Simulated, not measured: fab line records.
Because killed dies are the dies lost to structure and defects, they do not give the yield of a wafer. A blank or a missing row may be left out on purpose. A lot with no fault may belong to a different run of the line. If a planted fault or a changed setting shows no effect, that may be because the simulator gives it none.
Which tool did it? / flow sky130 / 72 wafers from 24 lots sampled at 5 of the route's 708 steps

## WHAT THE GAUGES READ, wafer by wafer
SKY_VIA2_RS_MEAS_22: measures by four-point-probe.
lot=L074; measured=day 36 22:21; on=film-metro-04; VIA2_W_RS (ohm/sq)=0.268 0.268 0.271
lot=L075; measured=day 36 23:20; on=film-metro-02; VIA2_W_RS (ohm/sq)=0.278 0.278 0.278
lot=L076; measured=day 37 01:01; on=film-metro-03; VIA2_W_RS (ohm/sq)=0.279 0.274 0.278
lot=L078; measured=day 37 22:50; on=film-metro-02; VIA2_W_RS (ohm/sq)=0.276 0.274 0.275
lot=L077; measured=day 37 23:46; on=film-metro-03; VIA2_W_RS (ohm/sq)=0.268 0.270 0.268
lot=L080; measured=day 38 07:35; on=film-metro-02; VIA2_W_RS (ohm/sq)=0.273 0.275 0.276
lot=L079; measured=day 38 08:52; on=film-metro-02; VIA2_W_RS (ohm/sq)=0.274 0.274 0.275
lot=L081; measured=day 38 15:50; on=film-metro-04; VIA2_W_RS (ohm/sq)=0.267 0.269 0.275
lot=L082; measured=day 38 19:12; on=film-metro-02; VIA2_W_RS (ohm/sq)=0.273 0.271 0.271
lot=L083; measured=day 39 05:57; on=film-metro-02; VIA2_W_RS (ohm/sq)=0.271 0.273 0.271
lot=L084; measured=day 39 08:49; on=film-metro-04; VIA2_W_RS (ohm/sq)=0.281 0.277 0.278
lot=L085; measured=day 39 18:00; on=film-metro-02; VIA2_W_RS (ohm/sq)=0.270 0.278 0.274
lot=L087; measured=day 40 01:37; on=film-metro-02; VIA2_W_RS (ohm/sq)=0.276 0.273 0.273
lot=L086; measured=day 40 03:33; on=film-metro-03; VIA2_W_RS (ohm/sq)=0.280 0.274 0.275
lot=L088; measured=day 40 04:37; on=film-metro-04; VIA2_W_RS (ohm/sq)=0.271 0.272 0.271
lot=L089; measured=day 40 10:20; on=film-metro-03; VIA2_W_RS (ohm/sq)=0.268 0.273 0.270
lot=L090; measured=day 40 21:25; on=film-metro-02; VIA2_W_RS (ohm/sq)=0.272 0.269 0.267
lot=L091; measured=day 41 18:22; on=film-metro-03; VIA2_W_RS (ohm/sq)=0.282 0.277 0.279
lot=L092; measured=day 41 19:41; on=film-metro-04; VIA2_W_RS (ohm/sq)=0.267 0.271 0.266
lot=L093; measured=day 42 02:38; on=film-metro-02; VIA2_W_RS (ohm/sq)=0.280 0.282 0.276
lot=L094; measured=day 42 04:23; on=film-metro-04; VIA2_W_RS (ohm/sq)=0.276 0.277 0.278
lot=L095; measured=day 42 17:38; on=film-metro-04; VIA2_W_RS (ohm/sq)=0.278 0.275 0.277
lot=L096; measured=day 42 22:51; on=film-metro-02; VIA2_W_RS (ohm/sq)=0.271 0.277 0.273
lot=L097; measured=day 42 23:02; on=film-metro-04; VIA2_W_RS (ohm/sq)=0.275 0.279 0.277

SKY_CAPM_RS_MEAS_03: measures by four-point-probe.
lot=L074; measured=day 36 23:11; on=film-metro-04; CAPM_TIN_RS (ohm/sq)=7.06 7.01 7.10
lot=L075; measured=day 37 00:09; on=film-metro-04; CAPM_TIN_RS (ohm/sq)=7.01 6.93 7.03
lot=L076; measured=day 37 01:50; on=film-metro-04; CAPM_TIN_RS (ohm/sq)=6.90 7.00 6.78
lot=L078; measured=day 37 23:41; on=film-metro-04; CAPM_TIN_RS (ohm/sq)=7.01 6.91 6.95
lot=L077; measured=day 38 00:35; on=film-metro-04; CAPM_TIN_RS (ohm/sq)=6.87 6.84 6.88
lot=L080; measured=day 38 08:25; on=film-metro-01; CAPM_TIN_RS (ohm/sq)=7.03 6.92 7.01
lot=L079; measured=day 38 09:41; on=film-metro-04; CAPM_TIN_RS (ohm/sq)=6.94 6.97 6.97
lot=L081; measured=day 38 16:40; on=film-metro-04; CAPM_TIN_RS (ohm/sq)=7.05 7.03 7.04
lot=L082; measured=day 38 20:02; on=film-metro-02; CAPM_TIN_RS (ohm/sq)=6.80 6.75 6.80
lot=L083; measured=day 39 06:47; on=film-metro-02; CAPM_TIN_RS (ohm/sq)=7.02 7.14 7.09
lot=L084; measured=day 39 09:46; on=film-metro-02; CAPM_TIN_RS (ohm/sq)=6.92 6.99 6.96
lot=L085; measured=day 39 18:49; on=film-metro-01; CAPM_TIN_RS (ohm/sq)=7.08 7.02 7.04
lot=L087; measured=day 40 02:27; on=film-metro-04; CAPM_TIN_RS (ohm/sq)=6.93 6.91 6.94
lot=L086; measured=day 40 04:23; on=film-metro-04; CAPM_TIN_RS (ohm/sq)=7.02 7.05 6.98
lot=L088; measured=day 40 05:27; on=film-metro-02; CAPM_TIN_RS (ohm/sq)=7.07 6.99 7.02
lot=L089; measured=day 40 11:11; on=film-metro-01; CAPM_TIN_RS (ohm/sq)=7.09 7.04 7.11
lot=L090; measured=day 40 22:14; on=film-metro-01; CAPM_TIN_RS (ohm/sq)=7.07 7.09 7.05
lot=L091; measured=day 41 19:11; on=film-metro-04; CAPM_TIN_RS (ohm/sq)=6.87 6.92 6.88
lot=L092; measured=day 41 20:30; on=film-metro-02; CAPM_TIN_RS (ohm/sq)=6.94 6.79 6.89
lot=L093; measured=day 42 03:28; on=film-metro-01; CAPM_TIN_RS (ohm/sq)=6.99 7.10 7.01
lot=L094; measured=day 42 05:12; on=film-metro-02; CAPM_TIN_RS (ohm/sq)=6.95 7.00 7.00
lot=L095; measured=day 42 18:28; on=film-metro-01; CAPM_TIN_RS (ohm/sq)=6.84 6.96 6.92
lot=L096; measured=day 42 23:41; on=film-metro-04; CAPM_TIN_RS (ohm/sq)=6.97 7.09 6.99
lot=L097; measured=day 43 00:16; on=film-metro-04; CAPM_TIN_RS (ohm/sq)=6.85 6.98 6.98

## WHAT TOOL EACH LOT RAN ON (gives the tool, then ch and the chambers of the sampled wafers, and finally the start)
lot=L074; SKY_METAL1_STRIP_20=plasma-asher-03 ch 0,1, day 33 10:13; SKY_VIA1_ETCH_14=rie-diel-04 ch 0,2,3, day 34 14:41; SKY_CAPM_SPUTTER_02=pvd-sputter-02, day 36 23:03
lot=L075; SKY_METAL1_STRIP_20=plasma-asher-01 ch 0,1, day 33 10:41; SKY_VIA1_ETCH_14=rie-diel-03 ch 0,1,3, day 34 14:51; SKY_CAPM_SPUTTER_02=pvd-sputter-02, day 37 00:02
lot=L076; SKY_METAL1_STRIP_20=plasma-asher-02 ch 0,1, day 33 14:26; SKY_VIA1_ETCH_14=rie-diel-04 ch 1,2,3, day 34 17:51; SKY_CAPM_SPUTTER_02=pvd-sputter-01, day 37 01:43
lot=L078; SKY_METAL1_STRIP_20=plasma-asher-02 ch 0,1, day 34 11:59; SKY_VIA1_ETCH_14=rie-diel-04 ch 0,3, day 35 14:39; SKY_CAPM_SPUTTER_02=pvd-sputter-02, day 37 23:34
lot=L077; SKY_METAL1_STRIP_20=plasma-asher-03 ch 0,1, day 34 13:19; SKY_VIA1_ETCH_14=rie-diel-04 ch 1,2, day 35 16:05; SKY_CAPM_SPUTTER_02=pvd-sputter-03, day 38 00:28
lot=L080; SKY_METAL1_STRIP_20=plasma-asher-01 ch 0,1, day 34 20:52; SKY_VIA1_ETCH_14=rie-diel-02 ch 0,1, day 36 00:11; SKY_CAPM_SPUTTER_02=pvd-sputter-03, day 38 08:19
lot=L079; SKY_METAL1_STRIP_20=plasma-asher-01 ch 0, day 34 22:31; SKY_VIA1_ETCH_14=rie-diel-02 ch 0,1,3, day 36 01:38; SKY_CAPM_SPUTTER_02=pvd-sputter-02, day 38 09:34
lot=L081; SKY_METAL1_STRIP_20=plasma-asher-01 ch 0,1, day 35 06:19; SKY_VIA1_ETCH_14=rie-diel-02 ch 0,1,2, day 36 08:26; SKY_CAPM_SPUTTER_02=pvd-sputter-02, day 38 16:32
lot=L082; SKY_METAL1_STRIP_20=plasma-asher-03 ch 0,1, day 35 07:10; SKY_VIA1_ETCH_14=rie-diel-02 ch 0,1, day 36 11:15; SKY_CAPM_SPUTTER_02=pvd-sputter-03, day 38 19:54
lot=L083; SKY_METAL1_STRIP_20=plasma-asher-01 ch 0,1, day 35 20:24; SKY_VIA1_ETCH_14=rie-diel-04 ch 0,2,3, day 36 23:41; SKY_CAPM_SPUTTER_02=pvd-sputter-02, day 39 06:37
lot=L084; SKY_METAL1_STRIP_20=plasma-asher-01 ch 0,1, day 35 23:52; SKY_VIA1_ETCH_14=rie-diel-02 ch 0,1,2, day 37 02:05; SKY_CAPM_SPUTTER_02=pvd-sputter-02, day 39 09:37
lot=L085; SKY_METAL1_STRIP_20=plasma-asher-03 ch 0,1, day 36 08:58; SKY_VIA1_ETCH_14=rie-diel-02 ch 0,1, day 37 11:59; SKY_CAPM_SPUTTER_02=pvd-sputter-02, day 39 18:43
lot=L087; SKY_METAL1_STRIP_20=plasma-asher-02 ch 0,1, day 36 16:14; SKY_VIA1_ETCH_14=rie-diel-04 ch 1,2,3, day 37 19:11; SKY_CAPM_SPUTTER_02=pvd-sputter-02, day 40 02:20
lot=L086; SKY_METAL1_STRIP_20=plasma-asher-03 ch 0,1, day 36 17:45; SKY_VIA1_ETCH_14=rie-diel-02 ch 2,3, day 37 20:41; SKY_CAPM_SPUTTER_02=pvd-sputter-02, day 40 04:13
lot=L088; SKY_METAL1_STRIP_20=plasma-asher-02 ch 0,1, day 36 19:44; SKY_VIA1_ETCH_14=rie-diel-02 ch 2,3, day 37 23:17; SKY_CAPM_SPUTTER_02=pvd-sputter-02, day 40 05:20
lot=L089; SKY_METAL1_STRIP_20=plasma-asher-03 ch 0, day 37 01:46; SKY_VIA1_ETCH_14=rie-diel-02 ch 1,2, day 38 04:32; SKY_CAPM_SPUTTER_02=pvd-sputter-02, day 40 11:04
lot=L090; SKY_METAL1_STRIP_20=plasma-asher-03 ch 0,1, day 37 13:02; SKY_VIA1_ETCH_14=rie-diel-02 ch 0,1,3, day 38 16:20; SKY_CAPM_SPUTTER_02=pvd-sputter-02, day 40 22:07
lot=L091; SKY_METAL1_STRIP_20=plasma-asher-01 ch 0,1, day 38 11:11; SKY_VIA1_ETCH_14=rie-diel-02 ch 1,2, day 39 13:14; SKY_CAPM_SPUTTER_02=pvd-sputter-03, day 41 19:04
lot=L092; SKY_METAL1_STRIP_20=plasma-asher-03 ch 0,1, day 38 12:11; SKY_VIA1_ETCH_14=rie-diel-03 ch 0,1,2, day 39 14:38; SKY_CAPM_SPUTTER_02=pvd-sputter-01, day 41 20:23
lot=L093; SKY_METAL1_STRIP_20=plasma-asher-01 ch 0,1, day 38 20:49; SKY_VIA1_ETCH_14=rie-diel-03 ch 1,2,3, day 39 22:31; SKY_CAPM_SPUTTER_02=pvd-sputter-02, day 42 03:19
lot=L094; SKY_METAL1_STRIP_20=plasma-asher-02 ch 0,1, day 38 22:04; SKY_VIA1_ETCH_14=rie-diel-02 ch 0,2,3, day 40 00:20; SKY_CAPM_SPUTTER_02=pvd-sputter-02, day 42 05:05
lot=L095; SKY_METAL1_STRIP_20=plasma-asher-03 ch 0,1, day 39 12:50; SKY_VIA1_ETCH_14=rie-diel-04 ch 2,3, day 40 14:19; SKY_CAPM_SPUTTER_02=pvd-sputter-01, day 42 18:22
lot=L096; SKY_METAL1_STRIP_20=plasma-asher-01 ch 0,1, day 39 15:16; SKY_VIA1_ETCH_14=rie-diel-03 ch 1,2, day 40 17:10; SKY_CAPM_SPUTTER_02=pvd-sputter-02, day 42 23:33
lot=L097; SKY_METAL1_STRIP_20=plasma-asher-03 ch 1, day 39 16:28; SKY_VIA1_ETCH_14=rie-diel-02 ch 0,1, day 40 17:52; SKY_CAPM_SPUTTER_02=pvd-sputter-02, day 43 00:09
- SKY_METAL1_STRIP_20: strips in O2/N2.
- SKY_VIA1_ETCH_14: etches BARC in N2/H2, stops on SiO2, time 45.9 s, target depth 60 nm.
- SKY_CAPM_SPUTTER_02: material TiN, target thk 200 nm, time 166.7 s.

## AS READ BY THE TOOLS THEMSELVES (means over the sampled wafers that have a number; for cases with no such wafer, the mark the record gives instead)
SKY_METAL1_STRIP_20.
lot=L074; tool=plasma-asher-03; drypump-motor-current-A (A)=5.1; oes-product-au (a.u.)=0.337; strip-time-to-endpoint-s (s)=2.64
lot=L075; tool=plasma-asher-01; drypump-motor-current-A (A)=5.8; oes-product-au (a.u.)=0.338; strip-time-to-endpoint-s (s)=2.65
lot=L076; tool=plasma-asher-02; drypump-motor-current-A (A)=5.4; oes-product-au (a.u.)=0.343; strip-time-to-endpoint-s (s)=2.72
lot=L078; tool=plasma-asher-02; drypump-motor-current-A (A)=5.5; oes-product-au (a.u.)=0.349; strip-time-to-endpoint-s (s)=2.73
lot=L077; tool=plasma-asher-03; drypump-motor-current-A (A)=5.1; oes-product-au (a.u.)=0.345; strip-time-to-endpoint-s (s)=2.68
lot=L080; tool=plasma-asher-01; drypump-motor-current-A (A)=5.8; oes-product-au (a.u.)=0.351; strip-time-to-endpoint-s (s)=2.71
lot=L079; tool=plasma-asher-01; drypump-motor-current-A (A)=6.0; oes-product-au (a.u.)=0.343; strip-time-to-endpoint-s (s)=2.80
lot=L081; tool=plasma-asher-01; drypump-motor-current-A (A)=5.5; oes-product-au (a.u.)=0.339; strip-time-to-endpoint-s (s)=2.63
lot=L082; tool=plasma-asher-03; drypump-motor-current-A (A)=5.1; oes-product-au (a.u.)=0.344; strip-time-to-endpoint-s (s)=2.76
lot=L083; tool=plasma-asher-01; drypump-motor-current-A (A)=5.5; oes-product-au (a.u.)=0.347; strip-time-to-endpoint-s (s)=2.71
lot=L084; tool=plasma-asher-01; drypump-motor-current-A (A)=5.5; oes-product-au (a.u.)=0.344; strip-time-to-endpoint-s (s)=2.75
lot=L085; tool=plasma-asher-03; drypump-motor-current-A (A)=5.1; oes-product-au (a.u.)=0.340; strip-time-to-endpoint-s (s)=2.70
lot=L087; tool=plasma-asher-02; drypump-motor-current-A (A)=5.5; oes-product-au (a.u.)=0.344; strip-time-to-endpoint-s (s)=2.73
lot=L086; tool=plasma-asher-03; drypump-motor-current-A (A)=5.1; oes-product-au (a.u.)=0.347; strip-time-to-endpoint-s (s)=2.64
lot=L088; tool=plasma-asher-02; drypump-motor-current-A (A)=5.5; oes-product-au (a.u.)=0.346; strip-time-to-endpoint-s (s)=2.73
lot=L089; tool=plasma-asher-03; drypump-motor-current-A (A)=4.7; oes-product-au (a.u.)=0.349; strip-time-to-endpoint-s (s)=2.76
lot=L090; tool=plasma-asher-03; drypump-motor-current-A (A)=5.5; oes-product-au (a.u.)=0.336; strip-time-to-endpoint-s (s)=2.63
lot=L091; tool=plasma-asher-01; drypump-motor-current-A (A)=5.5; oes-product-au (a.u.)=0.341; strip-time-to-endpoint-s (s)=2.65
lot=L092; tool=plasma-asher-03; drypump-motor-current-A (A)=5.5; oes-product-au (a.u.)=0.341; strip-time-to-endpoint-s (s)=2.68
lot=L093; tool=plasma-asher-01; drypump-motor-current-A (A)=5.5; oes-product-au (a.u.)=0.342; strip-time-to-endpoint-s (s)=2.69
lot=L094; tool=plasma-asher-02; drypump-motor-current-A (A)=5.5; oes-product-au (a.u.)=0.342; strip-time-to-endpoint-s (s)=2.66
lot=L095; tool=plasma-asher-03; drypump-motor-current-A (A)=5.1; oes-product-au (a.u.)=0.347; strip-time-to-endpoint-s (s)=2.74
lot=L096; tool=plasma-asher-01; drypump-motor-current-A (A)=5.8; oes-product-au (a.u.)=0.345; strip-time-to-endpoint-s (s)=2.73
lot=L097; tool=plasma-asher-03; drypump-motor-current-A (A)=5.9; oes-product-au (a.u.)=0.344; strip-time-to-endpoint-s (s)=2.68

SKY_VIA1_ETCH_14.
lot=L074; tool=rie-diel-04; drypump-motor-current-A (A)=5.8; h2-flow-sccm (sccm)=199.8; oes-product-au (a.u.)=0.851; throttle-valve-pct (%)=13.216
lot=L075; tool=rie-diel-03; drypump-motor-current-A (A)=5.6; h2-flow-sccm (sccm)=200.1; oes-product-au (a.u.)=0.850; throttle-valve-pct (%)=13.225
lot=L076; tool=rie-diel-04; drypump-motor-current-A (A)=5.6; h2-flow-sccm (sccm)=200.1; oes-product-au (a.u.)=0.855; throttle-valve-pct (%)=13.222
lot=L078; tool=rie-diel-04; drypump-motor-current-A (A)=5.6; h2-flow-sccm (sccm)=199.7; oes-product-au (a.u.)=0.851; throttle-valve-pct (%)=13.227
lot=L077; tool=rie-diel-04; drypump-motor-current-A (A)=5.9; h2-flow-sccm (sccm)=200.2; oes-product-au (a.u.)=0.853; throttle-valve-pct (%)=13.223
lot=L080; tool=rie-diel-02; drypump-motor-current-A (A)=6.0; h2-flow-sccm (sccm)=200.7; oes-product-au (a.u.)=0.849; throttle-valve-pct (%)=13.224
lot=L079; tool=rie-diel-02; drypump-motor-current-A (A)=6.1; h2-flow-sccm (sccm)=200.6; oes-product-au (a.u.)=0.850; throttle-valve-pct (%)=13.215
lot=L081; tool=rie-diel-02; drypump-motor-current-A (A)=6.0; h2-flow-sccm (sccm)=199.9; oes-product-au (a.u.)=0.847; throttle-valve-pct (%)=13.224
lot=L082; tool=rie-diel-02; drypump-motor-current-A (A)=5.8; h2-flow-sccm (sccm)=200.2; oes-product-au (a.u.)=0.851; throttle-valve-pct (%)=13.226
lot=L083; tool=rie-diel-04; drypump-motor-current-A (A)=5.8; h2-flow-sccm (sccm)=200.1; oes-product-au (a.u.)=0.853; throttle-valve-pct (%)=13.228
lot=L084; tool=rie-diel-02; drypump-motor-current-A (A)=6.0; h2-flow-sccm (sccm)=199.9; oes-product-au (a.u.)=0.859; throttle-valve-pct (%)=13.229
lot=L085; tool=rie-diel-02; drypump-motor-current-A (A)=5.8; h2-flow-sccm (sccm)=199.7; oes-product-au (a.u.)=0.855; throttle-valve-pct (%)=13.225
lot=L087; tool=rie-diel-04; drypump-motor-current-A (A)=5.7; h2-flow-sccm (sccm)=199.6; oes-product-au (a.u.)=0.852; throttle-valve-pct (%)=13.231
lot=L086; tool=rie-diel-02; drypump-motor-current-A (A)=6.4; h2-flow-sccm (sccm)=199.7; oes-product-au (a.u.)=0.859; throttle-valve-pct (%)=13.223
lot=L088; tool=rie-diel-02; drypump-motor-current-A (A)=6.3; h2-flow-sccm (sccm)=199.8; oes-product-au (a.u.)=0.856; throttle-valve-pct (%)=13.229
lot=L089; tool=rie-diel-02; drypump-motor-current-A (A)=6.2; h2-flow-sccm (sccm)=200.3; oes-product-au (a.u.)=0.857; throttle-valve-pct (%)=13.222
lot=L090; tool=rie-diel-02; drypump-motor-current-A (A)=6.1; h2-flow-sccm (sccm)=200.2; oes-product-au (a.u.)=0.856; throttle-valve-pct (%)=13.219
lot=L091; tool=rie-diel-02; drypump-motor-current-A (A)=6.2; h2-flow-sccm (sccm)=199.8; oes-product-au (a.u.)=0.862; throttle-valve-pct (%)=13.222
lot=L092; tool=rie-diel-03; drypump-motor-current-A (A)=5.3; h2-flow-sccm (sccm)=200.3; oes-product-au (a.u.)=0.855; throttle-valve-pct (%)=13.228
lot=L093; tool=rie-diel-03; drypump-motor-current-A (A)=5.5; h2-flow-sccm (sccm)=201.1; oes-product-au (a.u.)=0.858; throttle-valve-pct (%)=13.223
lot=L094; tool=rie-diel-02; drypump-motor-current-A (A)=6.1; h2-flow-sccm (sccm)=200.1; oes-product-au (a.u.)=0.859; throttle-valve-pct (%)=13.229
lot=L095; tool=rie-diel-04; drypump-motor-current-A (A)=5.9; h2-flow-sccm (sccm)=199.8; oes-product-au (a.u.)=0.853; throttle-valve-pct (%)=13.223
lot=L096; tool=rie-diel-03; drypump-motor-current-A (A)=5.0; h2-flow-sccm (sccm)=200.1; oes-product-au (a.u.)=0.855; throttle-valve-pct (%)=13.220
lot=L097; tool=rie-diel-02; drypump-motor-current-A (A)=6.0; h2-flow-sccm (sccm)=200.4; oes-product-au (a.u.)=0.858; throttle-valve-pct (%)=13.222

SKY_CAPM_SPUTTER_02.
lot=L074; tool=pvd-sputter-02; throttle-valve-pct (%)=29.7
lot=L075; tool=pvd-sputter-02; throttle-valve-pct (%)=30.1
lot=L076; tool=pvd-sputter-01; throttle-valve-pct (%)=30.8
lot=L078; tool=pvd-sputter-02; throttle-valve-pct (%)=30.3
lot=L077; tool=pvd-sputter-03; throttle-valve-pct (%)=29.5
lot=L080; tool=pvd-sputter-03; throttle-valve-pct (%)=29.6
lot=L079; tool=pvd-sputter-02; throttle-valve-pct (%)=30.3
lot=L081; tool=pvd-sputter-02; throttle-valve-pct (%)=29.3
lot=L082; tool=pvd-sputter-03; throttle-valve-pct (%)=27.8
lot=L083; tool=pvd-sputter-02; throttle-valve-pct (%)=29.7
lot=L084; tool=pvd-sputter-02; throttle-valve-pct (%)=30.0
lot=L085; tool=pvd-sputter-02; throttle-valve-pct (%)=29.5
lot=L087; tool=pvd-sputter-02; throttle-valve-pct (%)=30.1
lot=L086; tool=pvd-sputter-02; throttle-valve-pct (%)=29.8
lot=L088; tool=pvd-sputter-02; throttle-valve-pct (%)=30.4
lot=L089; tool=pvd-sputter-02; throttle-valve-pct (%)=30.2
lot=L090; tool=pvd-sputter-02; throttle-valve-pct (%)=30.1
lot=L091; tool=pvd-sputter-03; throttle-valve-pct (%)=29.0
lot=L092; tool=pvd-sputter-01; throttle-valve-pct (%)=30.7
lot=L093; tool=pvd-sputter-02; throttle-valve-pct (%)=29.9
lot=L094; tool=pvd-sputter-02; throttle-valve-pct (%)=30.1
lot=L095; tool=pvd-sputter-01; throttle-valve-pct (%)=30.6
lot=L096; tool=pvd-sputter-02; throttle-valve-pct (%)=29.4
lot=L097; tool=pvd-sputter-02; throttle-valve-pct (%)=30.0

## THE ANSWER, worked out from the rows above alone
Rule: the usual values come from the lots themselves. Put in order of their means at a reading, lots are off if they are a third of the lots or fewer, leave a main group of 4 or more, and stand apart from it by a gap of 3 or more times the standard deviation of the main group's means; of several such gaps the widest counts. If all means in a main group match to the digits the tables above print for the reading, that group is not used. Also off: a lot with no number at a reading for which 4 or more lots have one. Where the step has rows for the other lots, those lots are counted as sound. Order of review: gauges by route order, followed by the tools' own readings, for which a lot's mean as printed above is used. At the first step where some lot is off, the reading lying furthest off is the one used; lots without a number count as furthest.
None of the lots is off at any reading shown; this tells nothing.

## WHAT THE SIMULATOR HAD PUT IN
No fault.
